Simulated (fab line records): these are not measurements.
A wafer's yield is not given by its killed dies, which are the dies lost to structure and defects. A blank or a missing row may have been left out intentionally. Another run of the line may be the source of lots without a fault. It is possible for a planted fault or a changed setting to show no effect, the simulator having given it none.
Which tool is to blame? ; flow gf180mcu ; 33 wafers from 11 lots sampled at 2 of the route's 602 steps

## WHAT THE GAUGES SHOWED, per wafer
GF_MIM_THK_MEAS_06.
lot;measured;on;MIM_CVD_05_THK (nm)
L773;day 24 10:43;film-metro-04;41.5 41.5 41.9
L774;day 24 17:16;film-metro-03;41.5 41.3 41.4
L775;day 25 05:51;film-metro-04;42.1 42.2 41.5
L778;day 26 08:00;film-metro-04;41.6 41.4 41.3
L779;day 26 16:07;film-metro-02;41.3 40.8 42.3
L783;day 27 20:05;film-metro-03;41.7 42.2 42.2
L787;day 28 23:01;film-metro-03;41.7 42.5 42.0
L788;day 29 13:04;film-metro-04;41.2 42.7 41.8
L792;day 30 15:53;film-metro-03;42.2 42.9 42.8
L794;day 31 08:02;film-metro-02;41.4 41.8 41.6
L796;day 31 08:28;film-metro-02;41.9 41.2 41.7

## EACH LOT AND THE TOOL THAT RAN IT (in order: tool; ch and the chambers of the sampled wafers; start)
lot;GF_V4_ETCH_16
L773;rie-diel-03 ch 0,3, day 24 09:04
L774;rie-diel-02 ch 1,2,3, day 24 15:39
L775;rie-diel-02 ch 0,2,3, day 25 03:42
L778;rie-diel-02 ch 0,2, day 26 06:21
L779;rie-diel-01 ch 1,2,3, day 26 14:30
L783;rie-diel-02 ch 2,3, day 27 18:28
L787;rie-diel-02 ch 1,2, day 28 21:25
L788;rie-diel-01 ch 0,1,2, day 29 11:27
L792;rie-diel-03 ch 1,2,3, day 30 14:16
L794;rie-diel-01 ch 0,1, day 31 06:25
L796;rie-diel-03 ch 0,3, day 31 06:51
- GF_V4_ETCH_16: etches BARC in N2/H2.

## THE ANSWER, worked out from the rows above alone
Rule: what is usual is taken from the lots themselves. The widest of any qualifying gaps counts: lots, ordered by their means at a reading, are off when they make up no more than a third of the lots, leave a main group of 4 or more, and stand apart from it by 3 or more times the standard deviation of that group's means. Not used: any main group whose means are identical at the precision the tables above print for the reading. A lot without any number at a reading at which 4 lots or more have one is off too. The other lots that the step has rows for count as sound.
Across all readings shown, no lot is off: no conclusion can be drawn from this.

## WHAT THE SIMULATOR PUT IN
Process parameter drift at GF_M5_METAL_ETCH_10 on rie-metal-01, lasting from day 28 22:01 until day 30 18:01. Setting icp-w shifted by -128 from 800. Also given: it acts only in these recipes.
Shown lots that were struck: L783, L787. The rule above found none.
